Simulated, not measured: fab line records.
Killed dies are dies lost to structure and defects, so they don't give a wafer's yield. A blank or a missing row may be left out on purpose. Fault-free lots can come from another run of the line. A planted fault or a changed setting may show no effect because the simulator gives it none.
Which tool is to blame? / flow gf180mcu / 33 wafers from 11 lots sampled at 6 of the route's 602 steps

== WHAT THE GAUGES SHOWED, per wafer ==
GF_NWELL_TW_MEAS_11.
lot=L897; measured=day 3 08:34; on=film_metro-01; NWELL_TW=1567 1564 1569
lot=L900; measured=day 3 23:58; on=film_metro-03; NWELL_TW=1604 1603 1595
lot=L907; measured=day 5 13:27; on=film_metro-03; NWELL_TW=1634 1635 1627
lot=L908; measured=day 5 18:40; on=film_metro-01; NWELL_TW=1603 1612 1608
lot=L909; measured=day 6 01:15; on=film_metro-03; NWELL_TW=1578 1591 1589
lot=L910; measured=day 6 06:13; on=film_metro-03; NWELL_TW=1596 1586 1590
lot=L911; measured=day 6 11:05; on=film_metro-03; NWELL_TW=1595 1580 1584
lot=L912; measured=day 6 15:49; on=film_metro-03; NWELL_TW=1572 1576 1582
lot=L915; measured=day 7 12:34; on=film_metro-04; NWELL_TW=1553 1554 1549
lot=L917; measured=day 8 03:52; on=film_metro-01; NWELL_TW=1568 1570 1563
lot=L919; measured=day 8 15:08; on=film_metro-01; NWELL_TW=1559 1562 1563

GF_VT_IMPLANT_RS_MEAS_47: uses a four-point probe to measure.
lot=L897; measured=day 7 11:12; on=film_metro-03; NWELL_RS (ohm/sq)=486.7 487.3 485.8
lot=L900; measured=day 8 02:57; on=film_metro-04; NWELL_RS (ohm/sq)=488.1 486.7 487.1
lot=L907; measured=day 10 01:52; on=film_metro-03; NWELL_RS (ohm/sq)=451.9 452.3 452.5
lot=L908; measured=day 10 08:49; on=film_metro-01; NWELL_RS (ohm/sq)=452.9 453.3 453.4
lot=L909; measured=day 10 17:16; on=film_metro-04; NWELL_RS (ohm/sq)=487.9 488.1 487.4
lot=L910; measured=day 10 23:57; on=film_metro-04; NWELL_RS (ohm/sq)=485.9 487.1 487.1
lot=L911; measured=day 11 05:31; on=film_metro-01; NWELL_RS (ohm/sq)=487.4 486.6 488.0
lot=L912; measured=day 11 11:26; on=film_metro-04; NWELL_RS (ohm/sq)=487.4 486.9 486.2
lot=L915; measured=day 12 15:15; on=film_metro-04; NWELL_RS (ohm/sq)=487.2 487.4 488.0
lot=L917; measured=day 13 09:46; on=film_metro-03; NWELL_RS (ohm/sq)=487.2 486.8 485.7
lot=L919; measured=day 13 22:25; on=film_metro-04; NWELL_RS (ohm/sq)=485.0 485.6 486.5

GF_PSD_TW_MEAS_11.
lot=L897; measured=day 14 08:47; on=film_metro-01; PSD_TW=3136 3162 3165
lot=L900; measured=day 15 01:32; on=film_metro-01; PSD_TW=3147 3167 3156
lot=L907; measured=day 17 13:43; on=film_metro-03; PSD_TW=3193 3220 3191
lot=L908; measured=day 17 16:50; on=film_metro-01; PSD_TW=3152 3155 3143
lot=L909; measured=day 18 07:14; on=film_metro-02; PSD_TW=3165 3162 3160
lot=L910; measured=day 18 17:20; on=film_metro-02; PSD_TW=3165 3141 3169
lot=L911; measured=day 18 23:35; on=film_metro-02; PSD_TW=3155 3159 3157
lot=L912; measured=day 19 05:50; on=film_metro-03; PSD_TW=3205 3203 3200
lot=L915; measured=day 20 15:07; on=film_metro-02; PSD_TW=3178 3172 3182
lot=L917; measured=day 21 14:29; on=film_metro-02; PSD_TW=3169 3187 3175
lot=L919; measured=day 22 01:53; on=film_metro-02; PSD_TW=3189 3180 3172

== WHAT TOOL EACH LOT RAN ON (gives the tool, then ch and the chambers of the sampled wafers, and finally the start) ==
lot=L897; GF_NWELL_IMPLANT_09=implanter-03 ch 0, day 3 08:19; GF_POLY_GATE_ETCH_12=rie_diel-04 ch 0,1,3, day 9 03:35; GF_HV_LDD_STRIP_37=plasma_asher-01 ch 0,1, day 11 10:56
lot=L900; GF_NWELL_IMPLANT_09=implanter-03 ch 0, day 3 23:43; GF_POLY_GATE_ETCH_12=rie_diel-02 ch 0,1,3, day 9 21:28; GF_HV_LDD_STRIP_37=plasma_asher-01 ch 0,1, day 12 06:40
lot=L907; GF_NWELL_IMPLANT_09=implanter-03 ch 0, day 5 13:14; GF_POLY_GATE_ETCH_12=rie_diel-03 ch 0,1,2, day 11 22:28; GF_HV_LDD_STRIP_37=plasma_asher-02 ch 0,1, day 14 13:49
lot=L908; GF_NWELL_IMPLANT_09=implanter-03 ch 0, day 5 18:25; GF_POLY_GATE_ETCH_12=rie_diel-03 ch 0,1,2, day 12 03:59; GF_HV_LDD_STRIP_37=plasma_asher-02 ch 0,1, day 14 18:47
lot=L909; GF_NWELL_IMPLANT_09=implanter-04 ch 0, day 6 01:01; GF_POLY_GATE_ETCH_12=rie_diel-04 ch 0,2,3, day 12 14:23; GF_HV_LDD_STRIP_37=plasma_asher-04 ch 0,1, day 15 06:38
lot=L910; GF_NWELL_IMPLANT_09=implanter-04 ch 0, day 6 05:58; GF_POLY_GATE_ETCH_12=rie_diel-02 ch 0,1,3, day 12 22:59; GF_HV_LDD_STRIP_37=plasma_asher-02 ch 0,1, day 15 16:37
lot=L911; GF_NWELL_IMPLANT_09=implanter-01 ch 0, day 6 10:50; GF_POLY_GATE_ETCH_12=rie_diel-03 ch 0,1,2, day 13 03:40; GF_HV_LDD_STRIP_37=plasma_asher-02 ch 0,1, day 15 23:04
lot=L912; GF_NWELL_IMPLANT_09=implanter-01 ch 0, day 6 15:34; GF_POLY_GATE_ETCH_12=rie_diel-03 ch 0,1,2, day 13 10:25; GF_HV_LDD_STRIP_37=plasma_asher-04 ch 0,1, day 16 05:01
lot=L915; GF_NWELL_IMPLANT_09=implanter-01 ch 0, day 7 12:22; GF_POLY_GATE_ETCH_12=rie_diel-02 ch 0,2,3, day 14 13:35; GF_HV_LDD_STRIP_37=plasma_asher-02 ch 0,1, day 17 12:13
lot=L917; GF_NWELL_IMPLANT_09=implanter-01 ch 0, day 8 03:37; GF_POLY_GATE_ETCH_12=rie_diel-04 ch 0,3, day 15 11:04; GF_HV_LDD_STRIP_37=plasma_asher-02 ch 0,1, day 18 10:30
lot=L919; GF_NWELL_IMPLANT_09=implanter-04 ch 0, day 8 14:53; GF_POLY_GATE_ETCH_12=rie_diel-04 ch 1,3, day 15 22:29; GF_HV_LDD_STRIP_37=plasma_asher-02 ch 0,1, day 19 00:02
- GF_NWELL_IMPLANT_09
- GF_POLY_GATE_ETCH_12: etches BARC in N2/H2.
- GF_HV_LDD_STRIP_37: strips in O2/N2.

== WHAT THE TOOLS THEMSELVES READ (means of the sampled wafers that have a number; where no wafer has one, the mark that the record gives instead) ==
GF_NWELL_IMPLANT_09.
lot=L897; tool=implanter-03; dose_ions_cm2=4e+12; end_station_pressure_torr (Torr)=5.18e-06; faraday_current_uA=22.0
lot=L900; tool=implanter-03; dose_ions_cm2=4e+12; end_station_pressure_torr (Torr)=4.98e-06; faraday_current_uA=22.7
lot=L907; tool=implanter-03; dose_ions_cm2=6e+12; end_station_pressure_torr (Torr)=5.23e-06; faraday_current_uA=35.1
lot=L908; tool=implanter-03; dose_ions_cm2=6e+12; end_station_pressure_torr (Torr)=5.04e-06; faraday_current_uA=34.3
lot=L909; tool=implanter-04; dose_ions_cm2=4e+12; end_station_pressure_torr (Torr)=5.01e-06; faraday_current_uA=22.8
lot=L910; tool=implanter-04; dose_ions_cm2=4e+12; end_station_pressure_torr (Torr)=5.14e-06; faraday_current_uA=22.1
lot=L911; tool=implanter-01; dose_ions_cm2=4e+12; end_station_pressure_torr (Torr)=5.40e-06; faraday_current_uA=22.1
lot=L912; tool=implanter-01; dose_ions_cm2=4e+12; end_station_pressure_torr (Torr)=5.04e-06; faraday_current_uA=22.2
lot=L915; tool=implanter-01; dose_ions_cm2=4e+12; end_station_pressure_torr (Torr)=5.43e-06; faraday_current_uA=22.4
lot=L917; tool=implanter-01; dose_ions_cm2=4e+12; end_station_pressure_torr (Torr)=5.11e-06; faraday_current_uA=22.6
lot=L919; tool=implanter-04; dose_ions_cm2=4e+12; end_station_pressure_torr (Torr)=5.07e-06; faraday_current_uA=22.4

GF_POLY_GATE_ETCH_12.
lot=L897; tool=rie_diel-04; chamber_pressure_mTorr (mTorr)=30.024; drypump_motor_current_A (A)=5.4; oes_product_au (a.u.)=0.733; throttle_valve_pct (%)=13.209
lot=L900; tool=rie_diel-02; chamber_pressure_mTorr (mTorr)=29.997; drypump_motor_current_A (A)=5.5; oes_product_au (a.u.)=0.735; throttle_valve_pct (%)=13.216
lot=L907; tool=rie_diel-03; chamber_pressure_mTorr (mTorr)=30.035; drypump_motor_current_A (A)=5.9; oes_product_au (a.u.)=0.736; throttle_valve_pct (%)=13.212
lot=L908; tool=rie_diel-03; chamber_pressure_mTorr (mTorr)=30.011; drypump_motor_current_A (A)=5.9; oes_product_au (a.u.)=0.736; throttle_valve_pct (%)=13.211
lot=L909; tool=rie_diel-04; chamber_pressure_mTorr (mTorr)=29.992; drypump_motor_current_A (A)=5.6; oes_product_au (a.u.)=0.735; throttle_valve_pct (%)=13.228
lot=L910; tool=rie_diel-02; chamber_pressure_mTorr (mTorr)=30.006; drypump_motor_current_A (A)=5.5; oes_product_au (a.u.)=0.736; throttle_valve_pct (%)=13.212
lot=L911; tool=rie_diel-03; chamber_pressure_mTorr (mTorr)=30.017; drypump_motor_current_A (A)=5.9; oes_product_au (a.u.)=0.734; throttle_valve_pct (%)=13.206
lot=L912; tool=rie_diel-03; chamber_pressure_mTorr (mTorr)=29.999; drypump_motor_current_A (A)=5.9; oes_product_au (a.u.)=0.734; throttle_valve_pct (%)=13.216
lot=L915; tool=rie_diel-02; chamber_pressure_mTorr (mTorr)=29.997; drypump_motor_current_A (A)=5.6; oes_product_au (a.u.)=0.743; throttle_valve_pct (%)=13.212
lot=L917; tool=rie_diel-04; chamber_pressure_mTorr (mTorr)=29.987; drypump_motor_current_A (A)=5.8; oes_product_au (a.u.)=0.734; throttle_valve_pct (%)=13.211
lot=L919; tool=rie_diel-04; chamber_pressure_mTorr (mTorr)=30.007; drypump_motor_current_A (A)=5.3; oes_product_au (a.u.)=0.736; throttle_valve_pct (%)=13.213

GF_HV_LDD_STRIP_37.
lot=L897; tool=plasma_asher-01; chamber_pressure_mTorr (mTorr)=1500.5; drypump_motor_current_A (A)=5.6; heater_power_w (W)=304; oes_product_au (a.u.)=0.713; strip_time_to_endpoint_s (s)=12.645
lot=L900; tool=plasma_asher-01; chamber_pressure_mTorr (mTorr)=1500.4; drypump_motor_current_A (A)=5.6; heater_power_w (W)=304; oes_product_au (a.u.)=0.717; strip_time_to_endpoint_s (s)=12.664
lot=L907; tool=plasma_asher-02; chamber_pressure_mTorr (mTorr)=1500.2; drypump_motor_current_A (A)=5.3; heater_power_w (W)=390; oes_product_au (a.u.)=0.717; strip_time_to_endpoint_s (s)=12.659
lot=L908; tool=plasma_asher-02; chamber_pressure_mTorr (mTorr)=1500.8; drypump_motor_current_A (A)=5.6; heater_power_w (W)=436; oes_product_au (a.u.)=0.716; strip_time_to_endpoint_s (s)=12.677
lot=L909; tool=plasma_asher-04; chamber_pressure_mTorr (mTorr)=1499.1; drypump_motor_current_A (A)=5.4; heater_power_w (W)=311; oes_product_au (a.u.)=0.716; strip_time_to_endpoint_s (s)=12.634
lot=L910; tool=plasma_asher-02; chamber_pressure_mTorr (mTorr)=1500.5; drypump_motor_current_A (A)=5.6; heater_power_w (W)=427; oes_product_au (a.u.)=0.713; strip_time_to_endpoint_s (s)=12.630
lot=L911; tool=plasma_asher-02; chamber_pressure_mTorr (mTorr)=1500.6; drypump_motor_current_A (A)=5.6; heater_power_w (W)=433; oes_product_au (a.u.)=0.718; strip_time_to_endpoint_s (s)=12.639
lot=L912; tool=plasma_asher-04; chamber_pressure_mTorr (mTorr)=1499.3; drypump_motor_current_A (A)=5.1; heater_power_w (W)=347; oes_product_au (a.u.)=0.715; strip_time_to_endpoint_s (s)=12.642
lot=L915; tool=plasma_asher-02; chamber_pressure_mTorr (mTorr)=1498.9; drypump_motor_current_A (A)=5.6; heater_power_w (W)=430; oes_product_au (a.u.)=0.718; strip_time_to_endpoint_s (s)=12.634
lot=L917; tool=plasma_asher-02; chamber_pressure_mTorr (mTorr)=1500.0; drypump_motor_current_A (A)=5.6; heater_power_w (W)=432; oes_product_au (a.u.)=0.715; strip_time_to_endpoint_s (s)=12.636
lot=L919; tool=plasma_asher-02; chamber_pressure_mTorr (mTorr)=1500.4; drypump_motor_current_A (A)=5.6; heater_power_w (W)=425; oes_product_au (a.u.)=0.717; strip_time_to_endpoint_s (s)=12.633

== THE ANSWER, worked out from the rows above alone ==
Rule: the usual values come from the lots themselves. The widest of any qualifying gaps counts: lots, ordered by their means at a reading, are off when they make up no more than a third of the lots, leave a main group of 4 or more, and stand apart from it by 3 or more times the standard deviation of that group's means. A main group whose means are all the same, to the digits that the tables above print for the reading, isn't used. A lot without any number at a reading at which 4 lots or more have one is off too. Any other lot the step has rows for is counted as sound. First the gauges in route order, then the tools' own readings, where a lot's mean is used as printed above. The first step at which some lot is off is used, and at that step the reading that is off furthest; a lot without a number counts as furthest.
Off: at GF_VT_IMPLANT_RS_MEAS_47 (NWELL_RS), L907, L908. Main group: mean 486.9 ohm/sq, sd 0.6.
If a tool, at a process step before that reading, ran all the lots that are off and no sound lot after the first of them, it fits. The gauges at GF_VT_IMPLANT_RS_MEAS_47 aren't tried: what is off there is off at GF_NWELL_IMPLANT_09 too, on other tools, and a gauge's error can't cause that. One candidate fits, namely implanter-03 at GF_NWELL_IMPLANT_09. Its last sound lot is L900 (day 3 23:43), its first lot that is off L907 (day 5 13:14): a fault that began between those two fits.
The tool's own readings at GF_NWELL_IMPLANT_09 bear it out: on the lots that are off they differ by more than 5 times the standard deviation of the sound lots' means. dose_ions_cm2 reads 6e+12 there against 4e+12 on the sound lots; faraday_current_uA reads 34.7 there against 22.4 on the sound lots.

== WHAT WAS PUT IN BY THE SIMULATOR ==
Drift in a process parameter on implanter-03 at GF_NWELL_IMPLANT_09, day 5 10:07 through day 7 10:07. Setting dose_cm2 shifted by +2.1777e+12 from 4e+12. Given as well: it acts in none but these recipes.
Struck lots among those shown: L907, L908. The rule above found the same.
